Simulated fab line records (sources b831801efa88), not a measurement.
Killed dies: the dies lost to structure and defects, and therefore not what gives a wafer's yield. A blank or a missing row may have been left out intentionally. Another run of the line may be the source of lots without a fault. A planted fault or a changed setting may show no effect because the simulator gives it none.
The same fault as seen by 2 desks	flow gf180mcu	each desk holds nothing but its own numbers, with what lay behind them at the end

TOOL OWNER'S DESK, rieDiel-04
The tool's own readings at GF_HV_LDD_ETCHBACK_58 (etches Si3N4 in CH3F/O2, stops on SiO2, time 100 s, target depth 90 nm): means of the sampled wafers that have a number, for each lot that ran on this tool. The brackets show how far a lot's mean lies from the usual mean; more than 4 standard deviations puts the lot out of limits, marked OUT.
Columns: A = biasW at GF_HV_LDD_ETCHBACK_58, usual 80.01 W; B = chamberPressureMTorr at GF_HV_LDD_ETCHBACK_58, usual 24.998 mTorr; C = drypumpMotorCurrentA at GF_HV_LDD_ETCHBACK_58, usual 5.8 A; D = oesProductAu at GF_HV_LDD_ETCHBACK_58, usual 0.842 a.u.; E = rfFwdPowerW at GF_HV_LDD_ETCHBACK_58, usual 397.3 W; F = throttleValvePct at GF_HV_LDD_ETCHBACK_58, usual 10.561 %
lot	first seen here	A	B	C	D	E	F
L343	day 15 01:22	79.98	25.007	6.1	0.836	398.6	10.567
L348	day 16 22:57	72.13 (-33) OUT	24.994	5.8	0.850	398.7	10.562
L349	day 17 05:46	72.02 (-33) OUT	24.997	6.1	0.843	397.6	10.557
L358	day 20 03:33	80.23	25.029	5.9	0.844	398.5	10.560
This desk's finding: out of limits on L348, L349; first on L348, day 16 22:57 (biasW at GF_HV_LDD_ETCHBACK_58). In limits: L343, L358.

METROLOGY DESK
Means of the sampled wafers that have a number, per lot and without regard to the tool the lot ran on: this is what the gauges read. The brackets show how far a lot's mean lies from the usual mean; more than 4 standard deviations puts the lot out of limits, marked OUT.
Columns: A = cdNm at GF_HV_LDD_CD_MEAS_31, usual 400.0 nm; B = HV_LDD_03_OVL at GF_HV_LDD_OVL_MEAS_47, usual 0.3 nm
lot	first seen here	A	B
L335	day 11 15:43	397.2	1.5
L337	day 12 05:49	400.9	0.4
L338	day 12 20:02	397.5	0.2
L339	day 13 00:09	398.3	1.6
L340	day 13 07:19	399.2	0.9
L343	day 14 00:38	401.9	0.1
L348	day 15 21:31	399.6	-1.3
L349	day 16 03:18	406.5	1.1
L354	day 17 22:32	400.4	0.5
L356	day 18 13:11	397.6	1.5
L357	day 18 14:35	399.9	-1.1
L358	day 18 23:21	400.4	-0.5
Result from this desk: across the 12 lots, nothing is out of limits.

BROUGHT TOGETHER
An alarm could have come from the tool owner's desk at day 16 22:57, on L348, L349.
Metrology desk: nothing out of limits seen.
The metrology desk has L348, L349 on record, within its limits.
Of the lots named, all ran GF_HV_LDD_ETCHBACK_58 on rieDiel-04.

WHAT WAS PUT IN BY THE SIMULATOR
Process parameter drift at GF_HV_LDD_ETCHBACK_58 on rieDiel-04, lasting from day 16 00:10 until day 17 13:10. A move of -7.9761 in setting biasW, from 80. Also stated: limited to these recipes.
Shown lots that were struck: L348, L349.
Each desk's first reading out of limits, in hours after the fault started: the tool owner's desk, 23.
